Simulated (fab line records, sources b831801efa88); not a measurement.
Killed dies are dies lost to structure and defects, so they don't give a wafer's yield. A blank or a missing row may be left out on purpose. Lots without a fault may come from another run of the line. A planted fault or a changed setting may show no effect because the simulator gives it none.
A struck lot beside a sound one | flow sky130 | 22 steps out of a route of 708
Sound: wafers L743.3, L743.5, L743.6. Struck: wafer L752.2. (L752.4 of the same lot was not struck and is left out.) The cause comes at the end.
At each step with rows: each side's tool, then ch and its chambers, then its first start. Under that, the readings that differ: sound wafers | struck wafers | difference of the means | sigmas: that difference in standard deviations of wafers without a fault.
alike: readings whose means differ by less than 2 such deviations, and words and numbers that are the same on both sides. not compared: withheld readings, readings that some wafer has no value for, bounds like >300 that may hide the same value, and numbers for which the record gives no deviation and whose values overlap.
The two part at a step that has a row with sigmas, a row that says differs or no value, or rows on one side only. Numbers that don't overlap but have no deviation are shown without sigmas and don't part them. A reading that every wafer of one side lacks parts them only if that side has two wafers or more.

first, 1 step without rows for these wafers: SKY_LOCAL_INTERCONNECT_CLEAN_18 (cleans in O3/DIW).
SKY_CONTACT_CVD_00: deposits Si3N4, target thk 75 nm.
  sound on pecvd-01 ch 1,2, day 33 15:44; struck on pecvd-04 ch 0, day 36 02:35
  alike: heater_power_outer_w, heater_power_w, rf_fwd_power_W
SKY_CONTACT_THK_MEAS_01:
  sound on film_metro-03, day 33 15:47; struck on film_metro-04, day 36 02:37
  alike: CONTACT_CVD_00_THK
then, 1 step without rows for these wafers: SKY_CONTACT_HDPCVD_02 (deposits SiO2, target thk 565 nm, time 94.2 s).
SKY_CONTACT_THK_MEAS_03:
  sound on film_metro-04, day 33 15:55; struck on film_metro-03, day 36 02:45
  alike: CONTACT_HDPCVD_THK
SKY_CONTACT_CMP_04: polishes SiO2.
  sound on cmp-01 ch 1,2,3, day 33 16:03; struck on cmp-02 ch 2, day 36 02:48
  reading             | sound          | struck | difference | sigmas
  motor_current_A (A) | 14.1 12.4 13.8 | 10.3   | -3.1       | -3
  alike: retaining_ring_pressure_frac, time_to_endpoint_s
SKY_CONTACT_BOW_MEAS_05:
  sound on film_metro-03, day 33 16:17; struck on film_metro-03, day 36 03:07
  alike: CONTACT_BOW
then, 5 steps without rows for these wafers: SKY_CONTACT_DEHYDRATE_06 (time 60 s); SKY_CONTACT_HMDS_07 (prime time 60 s); SKY_CONTACT_COAT_08 (resist thk 60 nm); SKY_CONTACT_COAT_09 (resist thk 450 nm); SKY_CONTACT_SOFTBAKE_10 (time 90 s).
SKY_CONTACT_EXPOSE_11: exposes mask CTM1, target cd 170 nm.
  sound on krf_scanner-01 ch 0, day 34 06:00; struck on krf_scanner-01 ch 0, day 36 16:20
  alike: mask
then, 2 steps without rows for these wafers: SKY_CONTACT_PEB_12; SKY_CONTACT_DEVELOP_13 (develop time 60 s).
SKY_CONTACT_CD_MEAS_14: target cd 170 nm.
  sound on cd_sem-01, day 34 19:12; struck on cd_sem-02, day 37 05:20
  reading    | sound             | struck | difference | sigmas
  cd_nm (nm) | 169.6 171.3 170.9 | 104.4  | -66.2      | -47
SKY_CONTACT_OVL_MEAS_15:
  sound on overlay-01, day 34 19:17; struck on overlay-01, day 37 05:26
  alike: CONTACT_OVL
SKY_CONTACT_ETCH_16: etches BARC in N2/H2, stops on SiO2, time 45.9 s, target depth 60 nm.
  sound on rie_diel-04 ch 0,2, day 34 19:20; struck on rie_diel-01 ch 1, day 37 05:28
  reading                     | sound             | struck | difference                   | sigmas
  drypump_motor_current_A (A) | 5.64 5.81 5.61    | 6.18   | +0.49                        | +2
  oes_product_au (a.u.)       | 0.861 0.857 0.850 | 0.847  | -0.009                       | -2
  rf_hours_counter_h (h)      | - - -             | 25     | no value on the sound wafers |
  model.CONTACT.cd_nm (nm)    | 170.1 171.4 172.1 | 106    | -65                          |
  alike: rf_fwd_power_W, throttle_valve_pct
SKY_CONTACT_ETCH_17: etches SiO2 in C4F8/O2/Ar, stops on Si3N4, target depth 340 nm.
  sound on rie_diel-04 ch 0,2, day 34 19:24; struck on rie_diel-01 ch 1, day 37 05:30
  alike: oes_product_au, rf_fwd_power_W
SKY_CONTACT_ETCH_18: etches Si3N4 in CHF3/O2, stops on TiN, time 39 s, target depth 75 nm.
  sound on rie_diel-04 ch 0,2; struck on rie_diel-01 ch 1
  reading                     | sound             | struck | difference                   | sigmas
  chf3_flow_sccm (sccm)       | 50.04 50.22 49.88 | 49.66  | -0.39                        | -3
  drypump_motor_current_A (A) | 5.59 5.80 5.58    | 6.20   | +0.54                        | +2
  rf_hours_counter_h (h)      | - - -             | 25     | no value on the sound wafers |
  model.CONTACT.cd_nm (nm)    | 169.6 171.3 171.5 | 105.9  | -64.9                        |
  alike: oes_product_au, rf_fwd_power_W, throttle_valve_pct
SKY_CONTACT_STRIP_19: strips in O2/N2.
  sound on plasma_asher-01 ch 0,1, day 34 19:32; struck on plasma_asher-02 ch 0, day 37 05:35
  reading                     | sound       | struck | difference                   | sigmas
  drypump_motor_current_A (A) | 4.9 4.9 5.8 | 6.7    | +1.5                         | +2
  rf_hours_counter_h (h)      | - - -       | 73     | no value on the sound wafers |
  alike: oes_product_au, strip_time_to_endpoint_s
-- the record jumps here: 13 days lie between the struck wafers' starts before and after (it left off in module CONTACT and takes up again in module PAD_OPEN, whose first step shown is number 708 of the route) --
SKY_PAD_OPEN_PROBE_99:
  sound on prober-02, day 48 05:56; struck on prober-01, day 49 22:56
  reading            | sound    | struck | difference | sigmas
  killed_at_M0_to_M3 | 40 29 49 | 54     | +15        | +2
  killed_at_contacts | 20 15 29 | 426    | +405       | +76
  killed_dies        | 73 70 94 | 492    | +413       | +44
  killed_on_rim      | 14 11 22 | 96     | +80        | +19
  alike: killed_at_M4_up, killed_at_front_end, killed_at_other, killed_open, killed_short

WHERE THEY PART
First at SKY_CONTACT_CMP_04; last, within this record, at SKY_PAD_OPEN_PROBE_99.

WHY: what the simulator had put in
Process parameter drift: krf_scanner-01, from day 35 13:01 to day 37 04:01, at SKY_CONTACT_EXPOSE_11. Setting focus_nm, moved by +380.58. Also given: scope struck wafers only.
